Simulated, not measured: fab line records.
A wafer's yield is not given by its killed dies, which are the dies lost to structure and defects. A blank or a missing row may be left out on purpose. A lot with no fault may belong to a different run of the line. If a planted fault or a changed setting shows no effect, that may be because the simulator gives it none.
fab line records	flow sky130
[record] lots = 12	wafers = 36	lastDay = 50
route steps=708 shown VT_ADJUST_NCORE@129 LDD_HVN@271 POLY_CUT@317 PAD_OPEN@708
lots with no fault: from the same line, run without faults
startH: hours from the record's first day to the start of the lot's first wafer shown	waitH: hours from the lot's prior step to this one	" same as the row above	L1.1+2: a single row standing in for several wafers	- either no value or no given start	* or withheld: withheld	< > ~ a bound
route shown NAME@n: NAME is a module with steps in the file, n the number in the route of the first one	usual: the fault-free wafers' mean and standard deviation	same: alike in all rows	chamber/n: place in a boat	sites: readings site by site	_std_site: how widely they spread, as a standard deviation	_edge_site: outer sites' mean less inner sites'	radiusMm: for every site, how far away it sits from the centre of the wafer	mask NAME#n: copy n	behind: tool/chamber where the wafer was last shaped	hold: what put the lot on hold/how long, in hours/how the hold closed	device: which transistor (n, p or np) failed to switch	end of line: at the end of the route, the tests of the same wafers	a step given without rows: its recipe and nothing more	killed: at the first sort, the dies lost to defects and structure; wafer yield is something else	map: dies across one wafer; x = killed, . = not, _ = none there
set.NAME: setting as actually run; set.NAME@STEP: the setting as run at that earlier step	model.NAME: the simulator's own value behind a step, which no gauge read
a sample of lots followed through the steps of the route, with each step as a table and each wafer as a row
services: the hour from which a tool's chamber was out of use, counted from the record's first day as startH (under 0 if before that day), plus the number of hours and why
[[steps]]
[step SKY_VT_ADJUST_NCORE_STRIP_10]
[recipe] chemistry = O2/N2	powerW = 1400	pressureMtorr = 1500	platenTempC = withheld	o2FlowSccm = 3000	n2FlowSccm = 300	overashFraction = 0.5
[usual] drypumpMotorCurrentA = 5.7/0.5	oesProductAu = 0.715/0.0044	stripTimeToEndpointS = 13.92/0.042
lot.wafer	tool	chamber	startH	waitH	drypumpMotorCurrentA	oesProductAu	rfHoursCounterH	stripTimeToEndpointS
L291.3	plasmaAsher-04	1	186.43	0.1	5.4	0.718	-	13.93
L291.5	"	0	"	"	5.0	0.718	-	13.88
L291.6	"	1	"	"	5.4	0.713	-	13.88
L292.2	plasmaAsher-03	1	189.24	0.1	6.5	0.710	48	13.91
L292.3	"	1	"	"	6.5	0.715	-	13.94
L292.4	"	0	"	"	6.1	0.710	-	13.93
L294.1	plasmaAsher-02	0	200.50	0.1	5.5	0.717	53	13.92
L294.4	"	0	"	"	5.5	0.719	-	13.88
L294.6	"	0	"	"	5.6	0.717	-	13.89
L301.1	plasmaAsher-02	1	257.45	0.1	5.6	0.715	59	13.93
L301.3	"	1	"	"	5.5	0.711	-	13.95
L301.5	"	1	"	"	5.5	0.720	-	13.92
L305.2	plasmaAsher-04	1	280.94	0.1	5.4	0.720	49	13.92
L305.3	"	1	"	"	5.5	0.720	-	13.91
L305.5	"	1	"	"	5.5	0.711	-	13.92
L306.4	plasmaAsher-03	1	285.93	0.1	6.4	0.716	-	13.90
L306.5	"	0	"	"	6.1	0.708	-	13.90
L306.6	"	1	"	"	6.4	0.711	-	13.94
L307.1	plasmaAsher-02	0	296.39	0.1	5.5	0.713	63	13.93
L307.2	"	1	"	"	5.6	0.716	63	13.90
L307.3	"	0	"	"	5.6	0.712	-	13.93
L309.3	plasmaAsher-02	0	308.43	0.1	5.5	0.705	-	14.01
L309.4	"	1	"	"	5.6	0.718	-	14.00
L309.5	"	1	"	"	5.5	0.716	-	13.99
L308.4	plasmaAsher-04	1	313.38	0.1	5.5	0.715	-	13.90
L308.5	"	0	"	"	5.0	0.712	-	14.00
L308.6	"	1	"	"	5.4	0.723	-	13.94
L310.2	plasmaAsher-03	1	319.10	0.1	6.5	0.716	60	13.96
L310.3	"	0	"	"	6.1	0.721	-	13.98
L310.4	"	1	"	"	6.4	0.718	-	13.97
L311.1	plasmaAsher-03	0	324.50	0.1	6.1	0.710	60	13.96
L311.4	"	0	"	"	6.1	0.715	-	13.92
L311.6	"	0	"	"	6.1	0.717	-	13.92
L312.1	plasmaAsher-02	1	331.80	0.1	5.5	0.712	66	13.86
L312.4	"	0	"	"	5.5	0.724	-	13.87
L312.6	"	0	"	"	5.5	0.717	-	13.88
[step SKY_LDD_HVN_EXPOSE_04]
[recipe] maskId = HVNTM	na = 0.6	sourceShape = conventional	sigmaOuter = 0.6	polarization = unpolarized	targetCdNm = 700	doseMj = 127
[usual] focusOffsetNm = 0.1/0.53
[same] sigmaOuter = 0.6
lot.wafer	tool	chamber	startH	waitH	mask	focusOffsetNm
L291.3	ilineStepper-01	0	448.23	-	HVNTM#0	1.2
L291.5	"	0	"	"	HVNTM#0	0.2
L291.6	"	0	"	"	HVNTM#0	0.2
L292.2	ilineStepper-01	0	451.46	-	HVNTM#0	1.1
L292.3	"	0	"	"	HVNTM#0	0.2
L292.4	"	0	"	"	HVNTM#0	-0.2
L294.1	ilineStepper-01	0	470.71	-	HVNTM#0	-0.1
L294.4	"	0	"	"	HVNTM#0	0.1
L294.6	"	0	"	"	HVNTM#0	0.0
L301.1	ilineStepper-01	0	544.87	-	HVNTM_R1#0	0.0
L301.3	"	0	"	"	HVNTM_R1#0	0.2
L301.5	"	0	"	"	HVNTM_R1#0	-0.1
L305.2	ilineStepper-01	0	574.00	-	HVNTM#0	-0.4
L305.3	"	0	"	"	HVNTM#0	-0.7
L305.5	"	0	"	"	HVNTM#0	0.5
L306.4	ilineStepper-01	0	582.51	-	HVNTM#0	-0.4
L306.5	"	0	"	"	HVNTM#0	0.2
L306.6	"	0	"	"	HVNTM#0	0.1
L307.1	ilineStepper-01	0	593.17	-	HVNTM#0	-0.2
L307.2	"	0	"	"	HVNTM#0	0.0
L307.3	"	0	"	"	HVNTM#0	0.0
L309.3	ilineStepper-01	0	607.27	-	HVNTM#0	0.4
L309.4	"	0	"	"	HVNTM#0	0.0
L309.5	"	0	"	"	HVNTM#0	1.1
L308.4	ilineStepper-01	0	610.63	-	HVNTM#0	0.9
L308.5	"	0	"	"	HVNTM#0	-0.7
L308.6	"	0	"	"	HVNTM#0	0.5
L310.2	ilineStepper-02	0	616.08	-	HVNTM#0	-0.3
L310.3	"	0	"	"	HVNTM#0	0.2
L310.4	"	0	"	"	HVNTM#0	-0.1
L311.1	ilineStepper-02	0	618.49	-	HVNTM#0	0.5
L311.4	"	0	"	"	HVNTM#0	0.5
L311.6	"	0	"	"	HVNTM#0	0.1
L312.1	ilineStepper-01	0	628.76	-	HVNTM#0	0.7
L312.4	"	0	"	"	HVNTM#0	1.4
L312.6	"	0	"	"	HVNTM#0	0.4
[step SKY_LDD_HVN_STRIP_09]
[recipe] chemistry = O2/N2	powerW = 1400	pressureMtorr = 1500	platenTempC = withheld	o2FlowSccm = 3000	n2FlowSccm = 300	overashFraction = 0.5
[usual] drypumpMotorCurrentA = 5.8/0.5	oesProductAu = 0.409/0.0049	stripTimeToEndpointS = 4.142/0.014
lot.wafer	tool	chamber	startH	waitH	drypumpMotorCurrentA	oesProductAu	rfHoursCounterH	stripTimeToEndpointS
L291.3	plasmaAsher-01	1	463.61	0.1	5.9	0.416	-	4.136
L291.5	"	0	"	"	5.7	0.402	-	4.147
L291.6	"	1	"	"	5.9	0.406	-	4.135
L292.2	plasmaAsher-03	1	467.33	0.1	6.5	0.407	75	4.098
L292.3	"	0	"	"	6.1	0.411	-	4.140
L292.4	"	1	"	"	6.5	0.411	-	4.126
L294.1	plasmaAsher-03	0	484.88	0.1	6.1	0.405	77	4.135
L294.4	"	0	"	"	6.1	0.408	-	4.153
L294.6	"	0	"	"	6.1	0.407	-	4.140
L301.1	plasmaAsher-04	1	560.07	0.1	5.4	0.417	78	4.119
L301.3	"	1	"	"	5.4	0.406	-	4.126
L301.5	"	1	"	"	5.4	0.407	-	4.128
L305.2	plasmaAsher-04	0	588.97	0.1	5.0	0.409	81	4.149
L305.3	"	0	"	"	5.0	0.411	-	4.135
L305.5	"	1	"	"	5.4	0.404	-	4.162
L306.4	plasmaAsher-03	0	597.50	0.1	6.1	0.414	-	4.154
L306.5	"	1	"	"	6.5	0.414	-	4.156
L306.6	"	0	"	"	6.1	0.413	-	4.118
L307.1	plasmaAsher-04	1	607.96	0.1	5.5	0.417	83	4.126
L307.2	"	0	"	"	5.0	0.411	83	4.156
L307.3	"	0	"	"	5.0	0.396	-	4.145
L309.3	plasmaAsher-04	0	622.36	0.1	5.0	0.421	-	4.143
L309.4	"	1	"	"	5.4	0.410	-	4.134
L309.5	"	0	"	"	5.0	0.405	-	4.149
L308.4	plasmaAsher-01	0	625.50	0.1	5.8	0.411	-	4.163
L308.5	"	1	"	"	5.9	0.404	-	4.151
L308.6	"	0	"	"	5.7	0.405	-	4.150
L310.2	plasmaAsher-01	1	630.83	0.1	5.9	0.402	55	4.119
L310.3	"	1	"	"	5.9	0.401	-	4.142
L310.4	"	0	"	"	5.7	0.408	-	4.139
L311.1	plasmaAsher-03	1	633.00	0.1	6.4	0.413	90	4.152
L311.4	"	1	"	"	6.5	0.408	-	4.158
L311.6	"	1	"	"	6.5	0.403	-	4.168
L312.1	plasmaAsher-04	0	642.57	0.1	5.0	0.404	86	4.166
L312.4	"	0	"	"	5.0	0.412	-	4.146
L312.6	"	0	"	"	5.0	0.411	-	4.142
[step SKY_POLY_CUT_ETCH_10]
[recipe] chemistry = N2/H2	target = BARC	ionEnergyEv = 200	sourceW = 500	biasW = 100	pressureMtorr = 30	n2FlowSccm = 100	h2FlowSccm = 200	stopOn = SiO2	timeS = 45.9	targetDepthA = 600
[usual] drypumpMotorCurrentA = 6.0/0.46	oesProductAu = 0.855/0.0051	throttleValvePct = 13.225/0.0099
lot.wafer	tool	chamber	startH	waitH	drypumpMotorCurrentA	oesProductAu	rfHoursCounterH	throttleValvePct
L291.3	rieDiel-03	2	556.79	0.0	5.6	0.851	2	13.225
L291.5	"	3	"	"	5.9	0.859	-	13.227
L291.6	"	0	"	"	5.8	0.855	-	13.227
L292.2	rieDiel-01	1	560.95	0.0	6.8	0.852	47	13.218
L292.3	"	2	"	"	6.4	0.843	6	13.233
L292.4	"	0	"	"	5.4	0.854	12	13.206
L294.1	rieDiel-04	0	578.30	0.0	5.9	0.856	10	13.238
L294.4	"	1	"	"	6.6	0.851	39	13.229
L294.6	"	2	"	"	6.2	0.852	-	13.214
L301.1	rieDiel-01	0	650.42	0.0	5.3	0.851	13	13.225
L301.3	"	1	"	"	6.8	0.858	48	13.221
L301.5	"	3	"	"	5.7	0.854	-	13.226
L305.2	rieDiel-03	2	677.94	0.0	5.6	0.858	5	13.216
L305.3	"	3	"	"	5.9	0.855	13	13.227
L305.5	"	1	"	"	6.3	0.857	-	13.224
L306.4	rieDiel-01	0	686.54	0.0	5.3	0.857	14	13.216
L306.5	"	1	"	"	6.8	0.858	-	13.215
L306.6	"	0	"	"	5.4	0.852	-	13.226
L307.1	rieDiel-01	2	697.95	0.0	6.4	0.853	8	13.229
L307.2	"	3	"	"	5.7	0.854	5	13.231
L307.3	"	0	"	"	5.3	0.858	14	13.225
L309.3	rieDiel-03	3	710.00	0.0	5.9	0.856	14	13.223
L309.4	"	0	"	"	5.8	0.860	16	13.216
L309.5	"	1	"	"	6.3	0.849	-	13.242
L308.4	rieDiel-03	1	713.94	0.0	6.3	0.857	2	13.207
L308.5	"	1	"	"	6.3	0.864	-	13.231
L308.6	"	0	"	"	5.8	0.857	-	13.235
L310.2	rieDiel-03	0	718.75	0.0	5.8	0.849	16	13.234
L310.3	"	1	"	"	6.3	0.861	2	13.217
L310.4	"	2	"	"	5.6	0.852	6	13.215
L311.1	rieDiel-03	3	720.54	0.0	5.9	0.863	14	13.223
L311.4	"	2	"	"	5.6	0.853	7	13.239
L311.6	"	3	"	"	5.9	0.849	-	13.228
L312.1	rieDiel-03	0	732.69	0.0	5.9	0.852	17	13.223
L312.4	"	3	"	"	5.9	0.853	14	13.236
L312.6	"	1	"	"	6.3	0.850	-	13.246
[step SKY_PAD_OPEN_PROBE_99]
[usual] killed_at_M0_to_M3 = 43/7.3	killed_at_M4_up = 3.1/1.8	killedAtContacts = 24/5.4	killedAtFrontEnd = 15/4.1	killedAtOther = 0.2/0.52	killedDies = 86/10	killedOnRim = 17/4.1	killedOpen = 47/7.3	killedShort = 39/6.4
[same] grossDies = 492	killedAtBackSide = 0
lot.wafer	tool	chamber	startH	waitH	killed_at_M0_to_M3	killed_at_M4_up	killedAtContacts	killedAtFrontEnd	killedAtOther	killedDies	killedOnRim	killedOpen	killedShort
L291.3	prober-01	-	1074.98	0.2	44	4	22	11	0	81	18	36	45
L291.5	prober-01	-	1075.08	0.2	34	5	19	13	0	71	13	33	37
L291.6	prober-01	-	1075.13	0.2	39	2	23	9	0	73	15	40	33
L292.2	prober-02	-	1077.82	0.1	46	4	22	13	2	87	18	43	44
L292.3	prober-02	-	1077.87	0.2	41	2	33	20	0	96	14	43	53
L292.4	prober-02	-	1077.92	0.2	42	2	23	16	0	83	19	45	38
L294.1	prober-02	-	1092.11	0.1	31	1	20	14	0	66	10	32	34
L294.4	prober-02	-	1092.26	0.2	51	3	18	10	1	83	13	45	38
L294.6	prober-02	-	1092.36	0.2	59	5	26	14	0	104	19	59	45
L301.1	prober-01	-	1137.30	0.1	41	2	29	15	0	87	13	46	41
L301.3	prober-01	-	1137.40	0.2	43	1	17	13	0	74	12	44	30
L301.5	prober-01	-	1137.50	0.2	44	3	31	21	1	100	11	58	42
L305.2	prober-01	-	1157.45	0.1	45	1	39	15	0	100	19	58	41
L305.3	prober-01	-	1157.50	0.2	46	3	18	20	0	87	15	46	41
L305.5	prober-01	-	1157.60	0.2	45	0	23	14	0	82	12	45	36
L306.4	prober-02	-	1165.70	0.2	44	5	13	15	0	77	16	48	29
L306.5	prober-02	-	1165.75	0.2	48	3	19	18	0	88	24	45	43
L306.6	prober-02	-	1165.80	0.2	60	5	23	12	0	100	18	62	38
L307.1	prober-01	-	1168.72	0.1	36	5	17	15	0	73	10	45	28
L307.2	prober-01	-	1168.77	0.1	44	1	18	11	0	74	9	41	33
L307.3	prober-01	-	1168.82	0.2	33	2	21	15	0	71	15	36	35
L309.3	prober-02	-	1175.71	0.2	54	3	27	23	0	107	18	60	47
L309.4	prober-02	-	1175.76	0.2	39	0	29	15	1	84	18	46	38
L309.5	prober-02	-	1175.81	0.2	37	0	34	14	0	85	21	47	38
L308.4	prober-01	-	1178.75	0.2	39	3	18	13	0	73	13	45	28
L308.5	prober-01	-	1178.80	0.2	31	4	26	16	0	77	17	40	35
L308.6	prober-01	-	1178.85	0.2	36	2	24	19	0	81	16	50	31
L310.2	prober-02	-	1184.07	0.1	36	4	22	17	2	81	17	43	38
L310.3	prober-02	-	1184.12	0.2	55	4	18	14	1	92	22	52	40
L310.4	prober-02	-	1184.17	0.2	36	3	23	14	0	76	15	43	33
L311.1	prober-01	-	1185.13	0.1	36	4	19	21	0	80	17	40	40
L311.4	prober-01	-	1185.28	0.2	43	5	23	11	0	82	16	47	33
L311.6	prober-01	-	1185.38	0.2	38	2	30	19	0	89	24	60	28
L312.1	prober-02	-	1190.63	0.1	43	5	26	16	0	90	16	57	33
L312.4	prober-02	-	1190.78	0.2	38	4	25	15	1	83	13	37	45
L312.6	prober-02	-	1190.88	0.2	28	1	20	16	0	65	16	38	27
// killed by level:class
L291.3 VIA1:geometricParticle:open=11 CONTACT:geometricParticle:open=9 METAL1:geometricParticle:short=9 CONTACT:geometricParticle:short=6 METAL3:geometricParticle:short=6 VIA1:geometricParticle:short=4 SPACER:geometricParticle:short=3 LOCAL_INTERCONNECT:geometricParticle:short=3
L291.5 VIA1:geometricParticle:open=10 LI_CONTACT:geometricParticle:open=6 CONTACT:geometricParticle:open=6 METAL4:geometricParticle:short=5 VIA1:geometricParticle:short=5 FIELD_ISO:geometricParticle:open=4 CONTACT:geometricParticle:short=4 METAL2:geometricParticle:short=4
L291.6 CONTACT:geometricParticle:open=12 VIA1:geometricParticle:open=11 METAL2:geometricParticle:short=8 CONTACT:geometricParticle:short=7 METAL1:geometricParticle:short=4 VIA2:geometricParticle:open=4 FIELD_ISO:geometricParticle:short=3 LI_CONTACT:geometricParticle:open=3
L292.2 VIA2:geometricParticle:open=11 CONTACT:geometricParticle:open=8 VIA1:geometricParticle:open=7 CONTACT:geometricParticle:short=6 METAL1:geometricParticle:short=6 METAL3:geometricParticle:short=5 VIA3:geometricParticle:open=5 POLY_GATE:geometricParticle:short=4
L292.3 VIA1:geometricParticle:open=11 CONTACT:geometricParticle:open=9 LOCAL_INTERCONNECT:geometricParticle:short=6 CONTACT:geometricParticle:short=6 METAL1:geometricParticle:short=6 FIELD_ISO:geometricParticle:short=5 FIELD_ISO:geometricParticle:open=5 LI_CONTACT:geometricParticle:open=5
L292.4 LI_CONTACT:geometricParticle:open=9 VIA1:geometricParticle:open=8 VIA2:geometricParticle:open=8 VIA2:geometricParticle:short=7 CONTACT:geometricParticle:open=6 LI_CONTACT:geometricParticle:short=4 METAL1:geometricParticle:short=4 FIELD_ISO:geometricParticle:short=3
L294.1 VIA1:geometricParticle:open=7 VIA1:geometricParticle:short=6 LI_CONTACT:geometricParticle:open=5 LOCAL_INTERCONNECT:geometricParticle:short=5 CONTACT:geometricParticle:open=5 VIA3:geometricParticle:open=5 FIELD_ISO:geometricParticle:open=4 POLY_GATE:geometricParticle:short=4
L294.4 VIA1:geometricParticle:short=11 CONTACT:geometricParticle:open=9 VIA1:geometricParticle:open=9 VIA3:geometricParticle:open=8 METAL1:geometricParticle:open=5 LOCAL_INTERCONNECT:geometricParticle:short=4 METAL3:geometricParticle:short=4 VIA2:geometricParticle:open=4
L294.6 VIA2:geometricParticle:open=13 METAL2:geometricParticle:short=10 VIA1:geometricParticle:open=9 LI_CONTACT:geometricParticle:open=8 LOCAL_INTERCONNECT:geometricParticle:short=6 VIA3:geometricParticle:open=6 POLY_GATE:geometricParticle:open=5 CONTACT:geometricParticle:open=5
L301.1 CONTACT:geometricParticle:open=10 VIA3:geometricParticle:open=8 VIA2:geometricParticle:open=7 CONTACT:geometricParticle:short=7 VIA1:geometricParticle:open=6 VIA1:geometricParticle:short=6 FIELD_ISO:geometricParticle:short=5 POLY_GATE:geometricParticle:open=4
L301.3 VIA1:geometricParticle:open=12 VIA3:geometricParticle:open=7 LI_CONTACT:geometricParticle:open=6 CONTACT:geometricParticle:open=6 VIA2:geometricParticle:open=5 METAL3:geometricParticle:short=5 FIELD_ISO:geometricParticle:short=4 METAL1:geometricParticle:short=4
L301.5 VIA1:geometricParticle:open=13 CONTACT:geometricParticle:open=12 LI_CONTACT:geometricParticle:open=9 FIELD_ISO:geometricParticle:open=6 LI_CONTACT:geometricParticle:short=5 METAL2:geometricParticle:short=5 VIA3:geometricParticle:open=5 METAL1:geometricParticle:short=4
L305.2 CONTACT:geometricParticle:open=18 VIA1:geometricParticle:open=10 LI_CONTACT:geometricParticle:open=9 VIA1:geometricParticle:short=7 METAL1:geometricParticle:short=6 VIA2:geometricParticle:open=6 VIA3:geometricParticle:open=6 LOCAL_INTERCONNECT:geometricParticle:short=5
L305.3 FIELD_ISO:geometricParticle:open=9 VIA1:geometricParticle:open=9 LOCAL_INTERCONNECT:geometricParticle:short=7 METAL1:geometricParticle:short=6 METAL1:geometricParticle:open=6 FIELD_ISO:geometricParticle:short=5 VIA2:geometricParticle:open=5 CONTACT:geometricParticle:open=5
L305.5 VIA3:geometricParticle:open=9 CONTACT:geometricParticle:open=8 VIA1:geometricParticle:open=8 CONTACT:geometricParticle:short=6 VIA2:geometricParticle:open=6 FIELD_ISO:geometricParticle:short=5 LI_CONTACT:geometricParticle:open=5 METAL2:geometricParticle:short=4
L306.4 VIA2:geometricParticle:open=9 VIA1:geometricParticle:open=8 POLY_GATE:geometricParticle:open=7 VIA3:geometricParticle:open=7 CONTACT:geometricParticle:open=6 METAL2:geometricParticle:short=5 LI_CONTACT:geometricParticle:open=4 METAL4:geometricParticle:short=4
L306.5 VIA1:geometricParticle:short=9 CONTACT:geometricParticle:open=7 METAL2:geometricParticle:open=6 METAL1:geometricParticle:short=6 VIA3:geometricParticle:open=6 METAL2:geometricParticle:short=5 POLY_GATE:geometricParticle:open=4 VIA2:geometricParticle:short=4
L306.6 VIA1:geometricParticle:open=12 VIA3:geometricParticle:open=12 VIA2:geometricParticle:open=9 METAL1:geometricParticle:short=9 LI_CONTACT:geometricParticle:open=7 CONTACT:geometricParticle:open=5 VIA1:geometricParticle:short=5 METAL2:geometricParticle:short=5
L307.1 VIA2:geometricParticle:open=7 VIA1:geometricParticle:open=7 CONTACT:geometricParticle:open=7 FIELD_ISO:geometricParticle:open=5 LI_CONTACT:geometricParticle:open=5 VIA3:geometricParticle:open=5 METAL2:geometricParticle:short=4 VIA3:geometricParticle:short=4
L307.2 VIA1:geometricParticle:short=8 VIA3:geometricParticle:open=8 CONTACT:geometricParticle:open=7 VIA1:geometricParticle:open=6 VIA2:geometricParticle:open=6 METAL2:geometricParticle:short=5 LI_CONTACT:geometricParticle:open=5 VIA2:geometricParticle:short=4
L307.3 VIA1:geometricParticle:open=9 CONTACT:geometricParticle:short=8 VIA3:geometricParticle:short=6 POLY_GATE:geometricParticle:open=5 LI_CONTACT:geometricParticle:open=5 VIA3:geometricParticle:open=5 FIELD_ISO:geometricParticle:short=4 FIELD_ISO:geometricParticle:open=3
L309.3 VIA1:geometricParticle:open=11 CONTACT:geometricParticle:open=11 VIA3:geometricParticle:open=9 FIELD_ISO:geometricParticle:open=8 METAL2:geometricParticle:short=8 VIA1:geometricParticle:short=7 LOCAL_INTERCONNECT:geometricParticle:short=7 VIA2:geometricParticle:open=7
L309.4 VIA1:geometricParticle:open=12 CONTACT:geometricParticle:open=10 LOCAL_INTERCONNECT:geometricParticle:short=7 FIELD_ISO:geometricParticle:open=6 LI_CONTACT:geometricParticle:open=6 METAL2:geometricParticle:short=6 METAL1:geometricParticle:short=5 VIA3:geometricParticle:open=5
L309.5 CONTACT:geometricParticle:open=14 METAL1:geometricParticle:short=9 VIA1:geometricParticle:open=8 LOCAL_INTERCONNECT:geometricParticle:short=6 LI_CONTACT:geometricParticle:open=5 POLY_GATE:geometricParticle:short=4 VIA2:geometricParticle:open=4 METAL2:geometricParticle:short=4
L308.4 VIA1:geometricParticle:open=11 VIA2:geometricParticle:open=8 CONTACT:geometricParticle:open=6 LI_CONTACT:geometricParticle:open=5 LOCAL_INTERCONNECT:geometricParticle:short=4 VIA1:geometricParticle:short=4 POLY_GATE:geometricParticle:open=3 POLY_GATE:geometricParticle:short=3
L308.5 LI_CONTACT:geometricParticle:open=9 CONTACT:geometricParticle:open=7 LOCAL_INTERCONNECT:geometricParticle:short=6 VIA1:geometricParticle:open=6 VIA3:geometricParticle:open=5 FIELD_ISO:geometricParticle:short=4 POLY_GATE:geometricParticle:short=4 METAL3:geometricParticle:short=4
L308.6 VIA2:geometricParticle:open=9 LI_CONTACT:geometricParticle:open=6 CONTACT:geometricParticle:open=6 VIA3:geometricParticle:open=6 POLY_GATE:geometricParticle:short=5 CONTACT:geometricParticle:short=5 SPACER:geometricParticle:open=4 LOCAL_INTERCONNECT:geometricParticle:short=4
L310.2 CONTACT:geometricParticle:open=10 VIA2:geometricParticle:open=7 VIA3:geometricParticle:open=6 VIA1:geometricParticle:open=6 METAL1:geometricParticle:short=5 FIELD_ISO:geometricParticle:short=4 LI_CONTACT:geometricParticle:open=4 LI_CONTACT:geometricParticle:short=4
L310.3 METAL1:geometricParticle:short=12 VIA3:geometricParticle:open=10 VIA1:geometricParticle:open=10 CONTACT:geometricParticle:open=7 VIA2:geometricParticle:open=6 FIELD_ISO:geometricParticle:open=5 LI_CONTACT:geometricParticle:open=5 VIA1:geometricParticle:short=4
L310.4 VIA1:geometricParticle:open=9 LI_CONTACT:geometricParticle:open=8 CONTACT:geometricParticle:open=8 FIELD_ISO:geometricParticle:short=5 POLY_GATE:geometricParticle:open=5 VIA3:geometricParticle:open=5 VIA1:geometricParticle:short=4 VIA3:geometricParticle:short=4
L311.1 METAL1:geometricParticle:short=8 LI_CONTACT:geometricParticle:open=7 CONTACT:geometricParticle:open=7 VIA1:geometricParticle:open=7 FIELD_ISO:geometricParticle:open=6 POLY_GATE:geometricParticle:short=6 METAL2:geometricParticle:short=4 FIELD_ISO:geometricParticle:short=3
L311.4 VIA1:geometricParticle:open=12 LI_CONTACT:geometricParticle:open=10 VIA2:geometricParticle:open=7 CONTACT:geometricParticle:open=6 VIA1:geometricParticle:short=5 METAL2:geometricParticle:short=4 METAL1:geometricParticle:short=4 FIELD_ISO:geometricParticle:open=3
L311.6 LI_CONTACT:geometricParticle:open=13 CONTACT:geometricParticle:open=10 VIA1:geometricParticle:open=9 POLY_GATE:geometricParticle:open=7 VIA2:geometricParticle:open=7 FIELD_ISO:geometricParticle:open=5 POLY_GATE:geometricParticle:short=4 METAL3:geometricParticle:short=4
L312.1 VIA1:geometricParticle:open=15 CONTACT:geometricParticle:open=10 LI_CONTACT:geometricParticle:open=9 VIA1:geometricParticle:short=7 POLY_GATE:geometricParticle:open=5 VIA3:geometricParticle:open=5 METAL1:geometricParticle:short=4 POLY_GATE:geometricParticle:short=4
L312.4 VIA1:geometricParticle:open=11 CONTACT:geometricParticle:open=10 CONTACT:geometricParticle:short=6 METAL1:geometricParticle:short=6 FIELD_ISO:geometricParticle:short=5 LI_CONTACT:geometricParticle:open=5 POLY_GATE:geometricParticle:short=4 METAL2:geometricParticle:short=4
L312.6 POLY_GATE:geometricParticle:open=8 CONTACT:geometricParticle:open=8 VIA1:geometricParticle:open=8 LI_CONTACT:geometricParticle:open=5 VIA3:geometricParticle:open=5 FIELD_ISO:geometricParticle:short=3 VIA1:geometricParticle:short=3 CONTACT:geometricParticle:short=3
[[services]]
tool	chamber	startH	hours	kind
plasmaAsher-02	-	166.44	1.6	repair
rieDiel-03	0	176.59	2.5	repair
ilineStepper-01	-	184.89	11.3	repair
plasmaAsher-04	-	193.66	5.1	repair
plasmaAsher-03	-	214.73	5.4	repair
plasmaAsher-04	-	285.30	14.6	pm
ilineStepper-01	-	287.80	1.7	pm
ilineStepper-01	-	300.71	3.3	repair
rieDiel-03	-	305.39	0.5	repair
plasmaAsher-02	-	311.08	0.5	repair
rieDiel-03	0	360.58	1.2	repair
plasmaAsher-02	-	421.28	9.0	pm
plasmaAsher-03	-	460.92	0.6	repair
ilineStepper-01	-	481.68	4.1	repair
plasmaAsher-03	-	503.55	15.6	pm
ilineStepper-01	-	505.98	1.7	pm
ilineStepper-01	-	549.18	4.4	pm
rieDiel-03	-	561.02	1.2	repair
rieDiel-03	3	579.93	2.8	repair
plasmaAsher-03	-	621.64	1.5	repair
rieDiel-03	1	623.51	12.2	repair
plasmaAsher-03	-	679.74	5.6	repair
plasmaAsher-04	-	723.76	2.8	pm
ilineStepper-01	-	724.16	1.7	pm
[[key]]
[firstSign] step = SKY_LDD_HVN_EXPOSE_04	reading = mask	direction = changed
effect none on later readings
metAt SKY_LDD_HVN_EXPOSE_04
struckLots L301
testerLeftOut L301
notActingAt SKY_VT_ADJUST_NCORE_STRIP_10,SKY_LDD_HVN_STRIP_09,SKY_POLY_CUT_ETCH_10
onsetBetween 470.71 544.87
[fault] kind = wrongMask	tool = any	chamber = -	onsetH = 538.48	steps = SKY_LDD_HVN_EXPOSE_04	auxCopy = HVNTM_R1#0	cdOffsetNm = 49	scope = struckLotsOnly
// testerLeftOut: of these lots the tester's yield and bins aren't shown, on N5 and GAA mostly nor the transistor test; their killed dies are dies lost to structure and defects alone, not to doping, threshold or leakage, so they don't give the yield
